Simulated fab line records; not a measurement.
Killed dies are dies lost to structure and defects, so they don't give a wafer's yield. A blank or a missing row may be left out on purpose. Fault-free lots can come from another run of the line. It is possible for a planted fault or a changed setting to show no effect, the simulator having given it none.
What tool caused it? ; flow sky130 ; 18 wafers from 6 lots sampled at 2 of the route's 708 steps

## WHAT THE GAUGES SHOWED, per wafer
SKY_VT_ADJUST_PCH_TW_MEAS_10.
lot;measured;on;VT_ADJUST_PCH_TW
L745;day 11 14:10;filmMetro-02;146.2 146.3 146.5
L750;day 12 20:52;filmMetro-04;143.5 143.4 143.8
L752;day 13 12:16;filmMetro-04;143.7 143.6 143.8
L754;day 14 03:29;filmMetro-02;176.1 175.2 174.1
L758;day 15 06:31;filmMetro-04;173.1 172.3 172.8
L765;day 17 20:42;filmMetro-01;141.1 141.5 141.4

## WHAT TOOL EACH LOT RAN ON (gives the tool, then ch and the chambers of the sampled wafers, and finally the start)
lot;SKY_VT_ADJUST_PCH_IMPLANT_08
L745;implanter-03 ch 0, day 11 13:57
L750;implanter-03 ch 0, day 12 20:38
L752;implanter-02 ch 0, day 13 12:02
L754;implanter-02 ch 0, day 14 02:56
L758;implanter-01 ch 0, day 15 05:58
L765;implanter-03 ch 0, day 17 20:27
- SKY_VT_ADJUST_PCH_IMPLANT_08

## THE ANSWER, worked out from the rows above alone
Rule: the lots themselves supply what counts as usual. The widest of any qualifying gaps counts: lots, ordered by their means at a reading, are off when they make up no more than a third of the lots, leave a main group of 4 or more, and stand apart from it by 3 or more times the standard deviation of that group's means. Not used: any main group whose means are identical at the precision the tables above print for the reading. Also off: a lot with no number at a reading for which 4 or more lots have one. All remaining lots with rows at the step are treated as sound.
Off: L754, L758, at SKY_VT_ADJUST_PCH_TW_MEAS_10 (VT_ADJUST_PCH_TW). The main group: mean 143.7, standard deviation 1.8.
A tool fits if, at a process step before that reading, it ran every lot that is off, and no sound lot after the first of them. The gauges at SKY_VT_ADJUST_PCH_TW_MEAS_10 are tried like those tools. Not one of the candidates tried fits.

## WHAT THE SIMULATOR HAD PUT IN
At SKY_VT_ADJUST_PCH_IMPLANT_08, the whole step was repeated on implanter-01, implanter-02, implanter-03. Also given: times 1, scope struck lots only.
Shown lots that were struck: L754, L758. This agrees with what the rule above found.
